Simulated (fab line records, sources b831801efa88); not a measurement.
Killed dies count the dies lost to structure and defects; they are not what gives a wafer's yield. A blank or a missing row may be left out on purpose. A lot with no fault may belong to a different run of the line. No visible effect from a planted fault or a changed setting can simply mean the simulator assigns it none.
Matching of chambers | flow sky130 | SKY_VIA4_ETCH_12 on rie diel-02 has 4 sister chambers
The step etches SiO2 in C4F8/O2/Ar, stops on TiN, target depth 580 nm. 4 wafers are shown with their chamber, then 12 later ones without.

== WAFERS PAIRED WITH THEIR CHAMBERS ==
wafer  | chamber | oes product au (a.u.)
L084.6 | 0       | 0.928
L087.2 | 2       | 0.926
L087.4 | 1       | 0.934
L087.5 | 3       | 0.918

== WAFERS WITH NO CHAMBER GIVEN ==
wafer  | oes product au (a.u.)
L090.1 | 0.929
L090.2 | 0.925
L090.3 | 0.916
L090.4 | 0.932
L090.5 | 0.920
L090.6 | 0.924
L094.3 | 0.929
L094.5 | 0.923
L094.6 | 0.933
L096.2 | 0.924
L096.4 | 0.926
L096.5 | 0.920

== THE CHAMBER EACH PASSED THROUGH ==
wafer  | from the rows above          | in truth
L090.1 | can't be placed: 0 or 2      | 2
L090.2 | can't be placed: 2 or 0      | 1
L090.3 | 3                            | 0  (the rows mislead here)
L090.4 | can't be placed: 1 or 0      | 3
L090.5 | 3                            | 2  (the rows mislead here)
L090.6 | can't be placed: 2 or 0      | 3
L094.3 | can't be placed: 0 or 2      | 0
L094.5 | can't be placed: 2 or 0 or 3 | 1
L094.6 | 1                            | 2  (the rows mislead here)
L096.2 | can't be placed: 2 or 0      | 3
L096.4 | can't be placed: 2 or 0      | 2
L096.5 | 3                            | 3
1 of 12 placed correctly. Cannot be placed on the basis of these rows: 8; the candidates contain the true chamber in 3. 3 placed wrongly.
How it was worked out, from the rows above alone: a wafer's distance from a chamber is the root of the sum, over the readings, of the square of ((its reading less the chamber's mean) divided by the reading's scatter). The wafer belongs to the nearest chamber; if the next one is less than 2 further off, it can't be placed. The mean given for a chamber averages the wafers shown for that chamber. The scatter: with one shown wafer a chamber, the root of the mean of the squares of how far each hidden wafer lies from its nearest shown one.
